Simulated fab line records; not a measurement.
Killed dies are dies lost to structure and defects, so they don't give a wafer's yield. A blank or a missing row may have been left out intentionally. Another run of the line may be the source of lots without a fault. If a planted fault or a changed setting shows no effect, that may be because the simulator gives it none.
What tool caused it? :: flow gf180mcu :: 21 wafers from 7 lots sampled at 2 of the route's 602 steps

WHAT THE GAUGES SHOWED, per wafer
GF_HV_LDD_RS_MEAS_53: measures by four-point-probe.
lot: L236
measured: day 12 23:27
on: film_metro-02
HV_LDD_RS (ohm/sq): 418.4 418.2 419.1

lot: L239
measured: day 14 05:25
on: film_metro-01
HV_LDD_RS (ohm/sq): 420.2 418.9 418.3

lot: L243
measured: day 15 16:14
on: film_metro-02
HV_LDD_RS (ohm/sq): 418.3 418.4 418.1

lot: L245
measured: day 15 23:26
on: film_metro-02
HV_LDD_RS (ohm/sq): 418.0 418.4 418.4

lot: L252
measured: day 18 10:42
on: film_metro-03
HV_LDD_RS (ohm/sq): 402.2 402.2 403.4

lot: L254
measured: day 19 02:35
on: film_metro-03
HV_LDD_RS (ohm/sq): 417.7 419.2 418.7

lot: L257
measured: day 20 08:07
on: film_metro-03
HV_LDD_RS (ohm/sq): 417.9 419.6 418.7

WHAT TOOL EACH LOT RAN ON (gives the tool, then ch and the chambers of the sampled wafers, and finally the start)
lot: L236
GF_HV_LDD_IMPLANT_34: implanter-04 ch 0, day 12 03:32

lot: L239
GF_HV_LDD_IMPLANT_34: implanter-04 ch 0, day 13 07:56

lot: L243
GF_HV_LDD_IMPLANT_34: implanter-01 ch 0, day 14 17:20

lot: L245
GF_HV_LDD_IMPLANT_34: implanter-01 ch 0, day 15 00:55

lot: L252
GF_HV_LDD_IMPLANT_34: implanter-01 ch 0, day 17 10:22

lot: L254
GF_HV_LDD_IMPLANT_34: implanter-03 ch 0, day 18 02:43

lot: L257
GF_HV_LDD_IMPLANT_34: implanter-03 ch 0, day 19 07:07
- GF_HV_LDD_IMPLANT_34

THE ANSWER, worked out from the rows above alone
Rule: the lots themselves supply what counts as usual. Put in order of their means at a reading, lots are off if they are a third of the lots or fewer, leave a main group of 4 or more, and stand apart from it by a gap of 3 or more times the standard deviation of the main group's means; of several such gaps the widest counts. The tables above print the reading to a certain number of digits; a main group whose means all agree to those digits is not used. Also off: a lot with no number at a reading for which 4 or more lots have one. Where the step has rows for the other lots, those lots are counted as sound.
Off: L252, seen at GF_HV_LDD_RS_MEAS_53 (HV_LDD_RS). The main group has a mean of 418.6 ohm/sq with a standard deviation of 0.3.
If a tool, at a process step before that reading, ran all the lots that are off and no sound lot after the first of them, it fits. The gauges at GF_HV_LDD_RS_MEAS_53 are tried like those tools. One fits: implanter-01 at GF_HV_LDD_IMPLANT_34. A fault onset in the window from L245 (day 15 00:55, its last sound lot) to L252 (day 17 10:22, its first lot off) fits.

WHAT THE SIMULATOR HAD PUT IN
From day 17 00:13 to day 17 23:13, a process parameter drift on implanter-01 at GF_HV_LDD_IMPLANT_34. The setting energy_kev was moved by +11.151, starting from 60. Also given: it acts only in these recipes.
Lots struck among those shown: L252. Same finding as the rule above.
